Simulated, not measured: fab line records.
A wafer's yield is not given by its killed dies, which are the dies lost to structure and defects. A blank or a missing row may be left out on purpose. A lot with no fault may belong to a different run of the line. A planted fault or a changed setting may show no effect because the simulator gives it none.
Tool commonality check | flow gf180mcu | Lots sampled 14, wafers sampled 48

REASON FOR OPENING
Of 14 lots, 2 have the reading STI_OXIDATION_02_THK flagged at GF_STI_THK_MEAS_30. Wafers without a fault read 9.90 nm, standard deviation 0.22.
Rule: a lot is flagged when every wafer of it that has a number lies more than 4 standard deviations from that mean, or none has a number. All remaining lots are regarded as sound.

lot  | measured    | on           | STI_OXIDATION_02_THK (nm), wafer by wafer | flag
L658 | day 2 06:07 | filmMetro-04 | 9.62 9.53 9.63                            | 
L659 | day 2 11:39 | filmMetro-03 | 9.46 9.43 9.40                            | 
L661 | day 2 23:55 | filmMetro-01 | 9.77 9.70 9.90                            | 
L662 | day 3 07:36 | filmMetro-03 | 9.93 9.96 10.09                           | 
L663 | day 3 12:44 | filmMetro-04 | 9.71 9.80 9.81                            | 
L665 | day 3 19:49 | filmMetro-03 | 10.07 10.01 10.02                         | 
L666 | day 4 02:38 | filmMetro-01 | 9.82 9.86 9.71                            | 
L667 | day 4 08:28 | filmMetro-03 | 9.88 9.94 9.87                            | 
L668 | day 4 10:16 | filmMetro-03 | 7.32 7.09 7.23 7.31 7.07 7.25             | FLAGGED
L671 | day 5 01:47 | filmMetro-01 | 7.28 7.29 7.29 7.25 7.27 7.29             | FLAGGED
L677 | day 6 06:50 | filmMetro-04 | 10.00 10.02 10.05                         | 
L678 | day 6 12:55 | filmMetro-04 | 9.91 9.73 9.83                            | 
L680 | day 6 22:57 | filmMetro-03 | 10.21 10.12 10.12                         | 
L681 | day 7 05:41 | filmMetro-03 | 10.25 10.33 10.23                         | 
On average the flagged lots' numbers are 7.25 nm, which is -2.66 nm against the usual, or -12 standard deviations.

WHICH TOOL EACH LOT WENT THROUGH
The record holds 1 process step before the reading, out of a route of 602 steps. Cell contents, in order: the tool; ch with the chambers the sampled wafers went through; the start.
lot  | flag    | GF_STI_OXIDATION_29
L658 |         | furnace-01 ch 0, day 2 04:43
L659 |         | furnace-01 ch 0, day 2 10:15
L661 |         | furnace-01 ch 0, day 2 22:31
L662 |         | furnace-02 ch 0, day 3 06:11
L663 |         | furnace-02 ch 0, day 3 11:20
L665 |         | furnace-01 ch 0, day 3 18:25
L666 |         | furnace-01 ch 0, day 4 01:14
L667 |         | furnace-02 ch 0, day 4 07:04
L668 | FLAGGED | furnace-01 ch 0, day 4 08:52
L671 | FLAGGED | furnace-01 ch 0, day 5 00:23
L677 |         | furnace-02 ch 0, day 6 05:26
L678 |         | furnace-02 ch 0, day 6 11:31
L680 |         | furnace-02 ch 0, day 6 21:32
L681 |         | furnace-02 ch 0, day 7 04:17
These steps, and what they do:
- GF_STI_OXIDATION_29: stabilise 600 s, purge 300 s, target thk 10 nm.
- GF_STI_THK_MEAS_30

FLAGGED AGAINST TOTAL, ONE TOOL AT A TIME (gauges that did the reading follow at the end)
step                | tool         | lots run | flagged | share of the flagged lots | sound lots run after its first flagged lot
GF_STI_OXIDATION_29 | furnace-01   | 7        | 2       | all                       | 0
GF_STI_OXIDATION_29 | furnace-02   | 7        | 0       | none                      | -
GF_STI_THK_MEAS_30  | filmMetro-01 | 3        | 1       | some                      | 0
GF_STI_THK_MEAS_30  | filmMetro-03 | 7        | 1       | some                      | 2 (L680,L681)
GF_STI_THK_MEAS_30  | filmMetro-04 | 4        | 0       | none                      | -

THE TABLE: WHAT IT ALLOWS
All flagged lots share 1 row of the table, namely furnace-01 at GF_STI_OXIDATION_29.
- furnace-01 at GF_STI_OXIDATION_29: 2 of its 7 lots flagged. A fault beginning between L666 (day 4 01:14), its last sound lot, and L668 (day 4 08:52), its first flagged one, fits the data.
Just one tool remains: furnace-01 at GF_STI_OXIDATION_29.

WHAT THE SIMULATOR HAD PUT IN
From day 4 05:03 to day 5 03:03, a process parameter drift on furnace-01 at GF_STI_OXIDATION_29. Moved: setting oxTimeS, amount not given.
Lots struck among those shown: L668, L671. The rule above found the same.
